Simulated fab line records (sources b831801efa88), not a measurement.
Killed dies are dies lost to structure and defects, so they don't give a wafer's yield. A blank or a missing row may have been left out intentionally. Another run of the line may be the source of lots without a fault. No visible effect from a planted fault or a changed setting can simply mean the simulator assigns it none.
Which of the tools did it? + flow gf180mcu + 6 lots with 18 wafers sampled at 2 steps, on a route of 602 steps

## WHAT THE GAUGES SHOWED, per wafer
GF_VT_IMPLANT_RS_MEAS_47: measurement is done with a four-point probe.
| lot  | measured     | on            | NWELL_RS (ohm/sq) |
|------|--------------|---------------|-------------------|
| L100 | day 9 01:49  | film-metro-01 | 489.2 487.6 488.5 |
| L104 | day 10 04:10 | film-metro-01 | 489.8 489.2 488.4 |
| L106 | day 10 16:19 | film-metro-02 | 486.7 486.4 486.1 |
| L114 | day 12 19:54 | film-metro-03 | 487.3 487.9 488.0 |
| L116 | day 13 12:19 | film-metro-02 | 486.2 486.5 487.6 |
| L118 | day 14 05:07 | film-metro-01 | 489.0 487.2 488.4 |

## TOOL THAT RAN EACH LOT (tool first, then ch and the chambers of the sampled wafers, then the start)
| lot  | GF_NWELL_IMPLANT_09            |
|------|--------------------------------|
| L100 | implanter-01 ch 0, day 4 12:02 |
| L104 | implanter-02 ch 0, day 5 09:16 |
| L106 | implanter-02 ch 0, day 5 20:16 |
| L114 | implanter-01 ch 0, day 7 15:11 |
| L116 | implanter-01 ch 0, day 8 02:04 |
| L118 | implanter-02 ch 0, day 8 16:44 |
- GF_NWELL_IMPLANT_09

## THE ANSWER, worked out from the rows above alone
Rule: usual is defined by the lots themselves. Put in order of their means at a reading, lots are off if they are a third of the lots or fewer, leave a main group of 4 or more, and stand apart from it by a gap of 3 or more times the standard deviation of the main group's means; of several such gaps the widest counts. The tables above print the reading to a certain number of digits; a main group whose means all agree to those digits is not used. Also off: a lot with no number at a reading for which 4 or more lots have one. Where the step has rows for the other lots, those lots are counted as sound.
Nothing can be told from this: no lot is off at any reading shown.

## WHAT THE SIMULATOR PUT IN
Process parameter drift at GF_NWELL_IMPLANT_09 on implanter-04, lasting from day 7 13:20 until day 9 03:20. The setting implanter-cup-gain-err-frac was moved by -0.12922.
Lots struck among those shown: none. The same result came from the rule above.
